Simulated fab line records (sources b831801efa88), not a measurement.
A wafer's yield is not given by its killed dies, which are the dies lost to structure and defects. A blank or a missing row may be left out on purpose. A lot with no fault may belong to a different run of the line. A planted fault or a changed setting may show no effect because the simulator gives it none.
One fault through the eyes of 2 desks    flow sky130    every desk sees just its own numbers, and what lay behind them comes last

AT THE TOOL OWNER'S DESK: rie metal-03
The tool's own readings at SKY_METAL2_ETCH_18 (etches BARC in N2/H2, stops on SiO2, time 45.9 s, target depth 60 nm): means of the sampled wafers that have a number, for each lot that ran on this tool. If a lot's mean is further than 4 standard deviations from the usual mean, the lot is out of limits and carries the mark OUT (the distance appears in the brackets).
Columns: A = drypump motor current A at SKY_METAL2_ETCH_18, usual 6.0 A; B = n2 flow sccm at SKY_METAL2_ETCH_18, usual 100.1 sccm; C = oes product au at SKY_METAL2_ETCH_18, usual 0.855 a.u.; D = rf fwd power W at SKY_METAL2_ETCH_18, usual 493.9 W; E = throttle valve pct at SKY_METAL2_ETCH_18, usual 13.224 %
lot   first seen here  A    B      C      D                E
L988  day 35 12:04     5.5  100.0  0.851  493.3            13.232
L995  day 37 17:06     5.4  100.8  0.856  412.4 (-30) OUT  13.223
This desk's verdict: out of limits on L995, starting with L995 at day 37 17:06 (rf fwd power W at SKY_METAL2_ETCH_18). L988: within limits.

THE METROLOGY DESK
Lot by lot, what the gauges showed, no matter which tool ran the lot: averages of those sampled wafers that carry a number. If a lot's mean is further than 4 standard deviations from the usual mean, the lot is out of limits and carries the mark OUT (the distance appears in the brackets).
Columns: A = METAL2_ALCU_THK at SKY_METAL2_THK_MEAS_06, usual 254 nm; B = cd nm at SKY_METAL2_CD_MEAS_15, usual 140.1 nm; C = METAL2_OVL at SKY_METAL2_OVL_MEAS_16, usual 0 nm
lot   first seen here  A    B      C
L987  day 34 08:23     251  140.5  3
L988  day 34 09:43     250  140.3  4
L995  day 36 14:32     256  138.2  4
L103  day 39 06:21     255  139.5  -2
L109  day 40 20:44     254  141.8  -2
Result from this desk: across the 5 lots, nothing is out of limits.

ALL TOGETHER
On L995, at day 37 17:06, an alarm was possible from the tool owner's desk.
The metrology desk saw nothing out of limits.
The metrology desk has L995 on record, within its limits.
Every lot named ran SKY_METAL2_ETCH_18 on rie metal-03.

WHAT THE SIMULATOR HAD INSERTED
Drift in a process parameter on rie metal-03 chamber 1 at SKY_METAL2_ETCH_18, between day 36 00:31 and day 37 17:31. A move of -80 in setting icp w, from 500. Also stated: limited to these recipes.
Shown lots that were struck: L995.
Each desk's first reading out of limits, in hours after the fault started: the tool owner's desk, 41.
